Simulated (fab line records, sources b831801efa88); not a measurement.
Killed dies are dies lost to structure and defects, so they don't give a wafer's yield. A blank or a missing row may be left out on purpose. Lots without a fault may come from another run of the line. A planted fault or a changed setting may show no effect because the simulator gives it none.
Split-lot experiment | flow sky130 | 5 lots, 23 wafers read, on a route of 708 steps

THE SPLIT
At SKY_PASSIVATION_COAT_06 (resist thk 3000 nm), the setting resist_thk_nm was moved away from the recipe's 3000 nm on 4 of the 23 wafers read, by -3.6% to +2.2%. The other wafers ran this setting at the recipe's value.

The reading is taken at the split's own step.

THE READING
coat_of_PASSIVATION_COAT_06.thk_nm (the simulator's own value, which no gauge read), in nm, at SKY_PASSIVATION_COAT_06 (resist thk 3000 nm). The file gives no usual value for it. The 19 wafers here that ran the recipe average 3005 nm, standard deviation 6.5 nm.

wafer  | tool, chamber at the split | resist_thk_nm as run, nm | against the recipe | coat_of_PASSIVATION_COAT_06.thk_nm, nm | against lot-mates on the recipe
L077.1 | litho_track-01, 0          | 2893                     | -3.6%              | 2895                                   | -111
L077.2 | litho_track-01, 0          | 2893                     | -3.6%              | 2892                                   | -114
L077.3 | litho_track-01, 0          | 3000                     | recipe             | 3009                                   | -
L077.5 | litho_track-01, 0          | 3000                     | recipe             | 3006                                   | -
L077.6 | litho_track-01, 0          | 3000                     | recipe             | 3002                                   | -
L080.2 | litho_track-01, 0          | 3000                     | recipe             | 3016                                   | -
L080.4 | litho_track-01, 0          | 3000                     | recipe             | 3017                                   | -
L080.5 | litho_track-01, 0          | 3000                     | recipe             | 3020                                   | -
L082.1 | litho_track-04, 0          | 3000                     | recipe             | 3001                                   | -
L082.3 | litho_track-04, 0          | 3000                     | recipe             | 2999                                   | -
L082.4 | litho_track-04, 0          | 3000                     | recipe             | 2998                                   | -
L082.5 | litho_track-04, 0          | 3065                     | +2.2%              | 3051                                   | +52
L082.6 | litho_track-04, 0          | 3065                     | +2.2%              | 3064                                   | +65
L084.1 | litho_track-04, 0          | 3000                     | recipe             | 3009                                   | -
L084.2 | litho_track-04, 0          | 3000                     | recipe             | 3006                                   | -
L084.3 | litho_track-04, 0          | 3000                     | recipe             | 3004                                   | -
L084.5 | litho_track-04, 0          | 3000                     | recipe             | 2998                                   | -
L084.6 | litho_track-04, 0          | 3000                     | recipe             | 3003                                   | -
L085.1 | litho_track-03, 0          | 3000                     | recipe             | 3005                                   | -
L085.2 | litho_track-03, 0          | 3000                     | recipe             | 3002                                   | -
L085.3 | litho_track-03, 0          | 3000                     | recipe             | 2997                                   | -
L085.4 | litho_track-03, 0          | 3000                     | recipe             | 3004                                   | -
L085.5 | litho_track-03, 0          | 3000                     | recipe             | 2998                                   | -

THE FIT
A straight line over all 23 wafers: coat_of_PASSIVATION_COAT_06.thk_nm changes by +29.2 nm for each +1% of resist_thk_nm; r = +0.98; the points scatter about the line by 7.5 nm.
The same after taking each lot's own level away (the mean of its wafers on the recipe; 23 wafers): +30.1 nm for each +1%; r = +0.99; scatter 4.2 nm.
On that fit, the largest move of resist_thk_nm shifts the reading by 1.1e+02 nm.
The lots' own levels span 2999.3 to 3017.7 nm, that is 2.8 times the standard deviation above.
So the lot-to-lot level changes the slope little: the two slopes agree.
Check: with one of the wafers moved furthest among these (-3.6%) left out of the fit, the line predicts -107 nm for it against its lot-mates. It came out at -111 nm against them.

OTHER SPLITS ON THESE WAFERS
These wafers also went through other splits before the reading. Each is held against what the fit with the lots' levels taken away leaves over:
other split on the same wafers     | wafers away from the commonest value | r with coat_of_PASSIVATION_COAT_06.thk_nm (lot level and that fit taken away)
SKY_CAP2M_METAL_ETCH_13 time_s     | 12                                   | +0.10
SKY_METAL4_COAT_08 spin_rpm        | 9                                    | +0.43
SKY_METAL4_DEVELOP_12 dev_temp_c   | 6                                    | +0.11
SKY_VIA4_HDPCVD_00 time_s          | 8                                    | +0.08
SKY_VIA4_CMP_02 leave_above_ref_nm | 5                                    | +0.45
SKY_VIA4_ETCH_12 bias_w            | 7                                    | +0.39
SKY_METAL5_SPUTTER_03 power_w      | 7                                    | -0.11
SKY_METAL5_METAL_ETCH_15 icp_w     | 6                                    | +0.12

THE WHOLE CHAIN: every reading that the file lists as answering this split, in the file's order
step                     | what it does       | reading                                                                             | change (the file's fit)              | r (the file's)
SKY_PASSIVATION_COAT_06  | resist thk 3000 nm | coat_of_PASSIVATION_COAT_06.thk_nm (the simulator's own value, which no gauge read) | +30.2 nm for each +1% of the setting | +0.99
SKY_PASSIVATION_STRIP_12 | strips in O2/N2    | strip_time_to_endpoint_s                                                            | withheld for each +1% of the setting | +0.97

THE FILE'S OWN FIT
coat_of_PASSIVATION_COAT_06.thk_nm changes by +30.2 nm for each +1% of resist_thk_nm, r = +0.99.
